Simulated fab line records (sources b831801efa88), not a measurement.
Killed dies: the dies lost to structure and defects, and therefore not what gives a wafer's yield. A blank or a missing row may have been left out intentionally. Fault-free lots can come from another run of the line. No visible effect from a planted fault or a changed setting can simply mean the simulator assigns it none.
Struck lot and sound lot, side by side    flow sfq-line    18 steps out of a route of 325
Sound: the wafers L768.1, L768.4, L768.6. Struck: wafer L766.5. (L766.4 of the same lot was not struck and is left out.) The cause comes at the end.
Per side, at each step with rows, come the tool, then ch with its chambers, and then its first start. Under that, the readings that differ: sound wafers    struck wafers    difference of the means    sigmas: that difference in standard deviations of wafers without a fault.
alike: same words and numbers on both sides, and readings whose means sit less than 2 such deviations apart. not compared: any withheld reading, any reading some wafer has no value for, any bound like >300 that may hide the same value, and any number with overlapping values for which the record gives no deviation.
Wherever a step has rows on one side only, a row that says differs or no value, or a row with sigmas, the two part there. Numbers that don't overlap but have no deviation are shown without sigmas and don't part them. A reading that every wafer of one side lacks parts them only if that side has two wafers or more.

first, 2 steps without rows for these wafers: SFQ_TRILAYER_I4_VIA_STRIP_SOLV_CLEAN_108 (cleans in NMP, time 600 s); SFQ_TRILAYER_JJ_TRILAYER_DEP_PRE_CLEAN_113 (time 22.5 s).
SFQ_TRILAYER_JJ_TRILAYER_DEP_SPUTTER_109: material Nb, target thk 150 nm, time 100 s.
  sound on pvd-sputter-03, day 46 07:21; struck on pvd-sputter-06, day 45 11:32
  alike: chamber-pressure-pa, throttle-valve-pct
SFQ_TRILAYER_JJ_TRILAYER_DEP_SPUTTER_110: material Al, target thk 8 nm, time 10 s.
  sound on pvd-sputter-03, day 46 07:26; struck on pvd-sputter-06, day 45 11:37
  alike: chamber-pressure-pa, throttle-valve-pct
then, 1 step without rows for these wafers: SFQ_TRILAYER_JJ_TRILAYER_DEP_AL_OXIDATION_111 (oxidation time 600 s).
SFQ_TRILAYER_JJ_TRILAYER_DEP_SPUTTER_112: material Nb, target thk 170 nm, time 113.3 s.
  sound on pvd-sputter-03, day 46 08:27; struck on pvd-sputter-06, day 45 12:38
  alike: chamber-pressure-pa, throttle-valve-pct
SFQ_JJ_RS_MEAS_929: a four-point-probe measurement.
  sound on film-metro-01, day 46 08:32; struck on film-metro-03, day 45 12:46
  alike: JJ_NB_RS
then, 4 steps without rows for these wafers: SFQ_TRILAYER_JJ_CE_LITHO_COAT_119 (resist thk 62 nm); SFQ_TRILAYER_JJ_CE_LITHO_COAT_114 (resist thk 600 nm); SFQ_TRILAYER_JJ_CE_LITHO_SOFTBAKE_118; SFQ_TRILAYER_JJ_CE_LITHO_EXPOSE_115 (exposes mask J5, target cd 700 nm).
SFQ_TRILAYER_JJ_CE_LITHO_PEB_117: peb time 60 s.
  sound on litho-track-01 ch 0, day 47 06:35; struck on litho-track-03 ch 0, day 46 18:40
  alike: chill-plate-temp-C
then, 1 step without rows for these wafers: SFQ_TRILAYER_JJ_CE_LITHO_DEVELOP_116 (time 60 s).
SFQ_JJ_OVL_MEAS_931:
  sound on overlay-02, day 47 06:53; struck on overlay-01, day 46 18:54
  alike: J5_OVL
SFQ_TRILAYER_JJ_CE_METRO_MEASURE_117:
  sound on cd-sem-01, day 47 06:55; struck on cd-sem-01, day 46 19:31
reading     sound              struck  difference  sigmas
cd-nm (nm)  700.7 701.0 701.2  688.1   -12.9       -9
SFQ_TRILAYER_JJ_CE_BARC_OPEN_RIE_150: chemistry O2, target BARC, target depth 240 nm, time 80 s.
  sound on rie-metal-04 ch 0,1, day 47 08:07; struck on rie-metal-04 ch 0, day 46 20:09
reading              sound            struck  difference  sigmas
model.JJ.cd-nm (nm)  698.3 703.9 700  685.2   -15.5       
  alike: drypump-motor-current-A, oes-product-au, rf-fwd-power-W
  not compared: rf-hours-counter-h
SFQ_TRILAYER_JJ_CE_ETCH_RIE_118: chemistry SF6, target Nb, stops on Al2O3, time 97.7 s, target depth 170 nm.
  sound on rie-metal-04 ch 0,1, day 47 08:13; struck on rie-metal-04 ch 0, day 46 20:15
reading              sound              struck  difference  sigmas
model.JJ.cd-nm (nm)  700.7 702.2 702.5  687     -15         
  alike: drypump-motor-current-A, oes-product-au, rf-fwd-power-W
  not compared: rf-hours-counter-h
following that, these wafers have no rows for 1 step: SFQ_TRILAYER_JJ_ANODIZE_ANODIZE_119.

## WHERE THEY PART
Only at SFQ_TRILAYER_JJ_CE_METRO_MEASURE_117, as far as this record shows. Later steps at which nothing parts them and some readings are alike: SFQ_TRILAYER_JJ_CE_BARC_OPEN_RIE_150, SFQ_TRILAYER_JJ_CE_ETCH_RIE_118.

WHY: the cause the simulator had injected
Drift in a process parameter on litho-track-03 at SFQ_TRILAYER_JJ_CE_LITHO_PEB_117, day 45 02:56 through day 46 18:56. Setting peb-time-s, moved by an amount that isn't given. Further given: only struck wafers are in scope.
